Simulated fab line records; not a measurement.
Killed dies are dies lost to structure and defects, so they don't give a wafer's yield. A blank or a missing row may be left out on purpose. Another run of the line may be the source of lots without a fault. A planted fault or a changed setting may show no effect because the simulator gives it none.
Comparing a struck lot with a sound one + flow sky130 + 21 out of 708 route steps
Sound: the wafers L361.1, L361.2, L361.3. The struck wafers were L376.2, L376.3, L376.5. The cause comes at the end.
Order at every step that has rows: each side's tool, ch and its chambers, its first start. Under that, the readings that differ: sound wafers + struck wafers + difference of the means + sigmas: that difference in standard deviations of wafers without a fault.
alike: readings whose means differ by less than 2 such deviations, and words and numbers that are the same on both sides. not compared: withheld readings, readings that some wafer has no value for, bounds like >300 that may hide the same value, and numbers for which the record gives no deviation and whose values overlap.
A row with sigmas, a row that says differs or no value, or rows on one side alone: a step with any of these is where the two part. Numbers that don't overlap but have no deviation are shown without sigmas and don't part them. Lack of a reading on every wafer of one side parts them only where that side has two or more wafers.

first, 1 step without rows for these wafers: SKY_RES_XHIGH_IMPLANT_07.
SKY_RES_XHIGH_STRIP_08: strips in O2/N2.
  sound on plasma-asher-01 ch 0,1, day 27 06:49; struck on plasma-asher-02 ch 0,1, day 32 06:14
  alike: drypump-motor-current-A, oes-product-au, strip-time-to-endpoint-s
  not compared: rf-hours-counter-h
SKY_RES_XHIGH_TW_MEAS_09:
  sound: film-metro-02 at day 27 06:55; struck: film-metro-01 at day 32 06:20
  alike: RES_XHIGH_TW
then, 7 steps without rows for these wafers: SKY_SD_N_DEHYDRATE_00 (time 60 s); SKY_SD_N_HMDS_01 (prime time 60 s); SKY_SD_N_COAT_02 (resist thk 1140 nm); SKY_SD_N_SOFTBAKE_03 (time 60 s); SKY_SD_N_EXPOSE_04 (exposes mask NSDM, target cd 380 nm); SKY_SD_N_PEB_05; SKY_SD_N_DEVELOP_06 (develop time 60 s).
SKY_SD_N_CD_MEAS_07: the cd target is 380 nm.
  sound: cd-sem-01 at day 28 10:31; struck: cd-sem-01 at day 33 08:28
  alike: cd-nm
SKY_SD_N_OVL_MEAS_08:
  sound: overlay-01 at day 28 10:38; struck: overlay-01 at day 33 08:35
| reading       | sound        | struck      | difference | sigmas |
|---------------|--------------|-------------|------------|--------|
| SD_N_OVL (nm) | 0.2 -0.2 0.0 | 3.3 3.7 4.2 | +3.7       | +3     |
SKY_SD_N_IMPLANT_09:
  sound on implanter-04 ch 0, day 28 10:40; struck on implanter-03 ch 0, day 33 08:38
| reading                          | sound                         | struck                      | difference | sigmas |
|----------------------------------|-------------------------------|-----------------------------|------------|--------|
| dose-ions-cm2                    | 3.989e+15 3.995e+15 3.988e+15 | 3.702e+15 3.7e+15 3.703e+15 | -2.890e+14 | -64    |
| end-station-pressure-torr (Torr) | 1.06e-05 1.13e-05 1.15e-05    | 1.48e-05 1.44e-05 1.45e-05  | +3.43e-06  | +3     |
after that, 1 step had no rows for these wafers: SKY_SD_N_IMPLANT_10.
SKY_SD_N_STRIP_11: strips in O2/N2.
  sound on plasma-asher-01 ch 0,1, day 28 10:58; struck on plasma-asher-04 ch 0,1, day 33 08:55
| reading                      | sound             | struck            | difference | sigmas |
|------------------------------|-------------------|-------------------|------------|--------|
| oes-product-au (a.u.)        | 0.521 0.519 0.523 | 0.528 0.534 0.530 | +0.010     | +2     |
| strip-time-to-endpoint-s (s) | 22.62 22.63 22.60 | 22.30 22.33 22.28 | -0.31      | -8     |
  alike: drypump-motor-current-A
  not compared: rf-hours-counter-h
SKY_SD_N_TW_MEAS_12:
  sound: film-metro-02 at day 28 11:04; struck: film-metro-01 at day 33 09:01
  alike: SD_N_TW
then, 1 step without rows for these wafers: SKY_SD_N_CLEAN_13 (cleans in SC1/SC2, time 150 s).
SKY_SD_N_RTA_14: time 2 s.
  sound on rtp-anneal-01 ch 0, day 28 11:11; struck on rtp-anneal-02 ch 0, day 33 09:08
  alike: lamp-power-pct, wafer_temp_C_max
SKY_SD_N_RS_MEAS_16: measurement is done with a four-point probe.
  sound: film-metro-02 at day 28 11:21; struck: film-metro-03 at day 33 09:40
| reading          | sound             | struck            | difference | sigmas |
|------------------|-------------------|-------------------|------------|--------|
| SD_N_RS (ohm/sq) | 68.64 68.61 68.60 | 69.25 69.10 69.18 | +0.56      | +5     |
  not compared: hold
SKY_SD_N_RS_MEAS_17: measurement is done with a four-point probe.
  sound: film-metro-02 at day 28 11:28; struck: film-metro-03 at day 33 10:53
| reading | sound | struck                                                                     | difference                   | sigmas |
|---------|-------|----------------------------------------------------------------------------|------------------------------|--------|
| hold    | - - - | await-dispo/1.1h/release await-dispo/1.1h/release await-dispo/1.1h/release | no value on the sound wafers |        |
  alike: SD_P_RS
-- a jump in the record: the struck wafers' starts before and after are 16 days apart (it breaks off in module SD_N and resumes in module PAD_OPEN, where the first step shown is number 708 of the route) --
SKY_PAD_OPEN_PROBE_99:
  sound: prober-01 at day 46 02:29; struck: prober-02 at day 49 16:34
| reading                            | sound             | struck            | difference | sigmas |
|------------------------------------|-------------------|-------------------|------------|--------|
| model.etest.res-ndiff-hv.rs-ohm-sq | 113.3 114.3 114.5 | 116.5 116.4 116.3 | +2.4       |        |
| model.etest.res-ndiff.rs-ohm-sq    | 119.3 120 119.8   | 122.5 121.7 122.4 | +2.5       |        |
  alike: killed_at_M0_to_M3, killed_at_M4_up, killed-at-contacts, killed-at-front-end, killed-at-other, killed-dies, killed-open, killed-short

== WHERE THEY PART ==
Earliest at SKY_SD_N_OVL_MEAS_08; latest, in this record, at SKY_SD_N_RS_MEAS_17. Later steps at which nothing parts them and some readings are alike: SKY_PAD_OPEN_PROBE_99.

WHY: the cause the simulator had injected
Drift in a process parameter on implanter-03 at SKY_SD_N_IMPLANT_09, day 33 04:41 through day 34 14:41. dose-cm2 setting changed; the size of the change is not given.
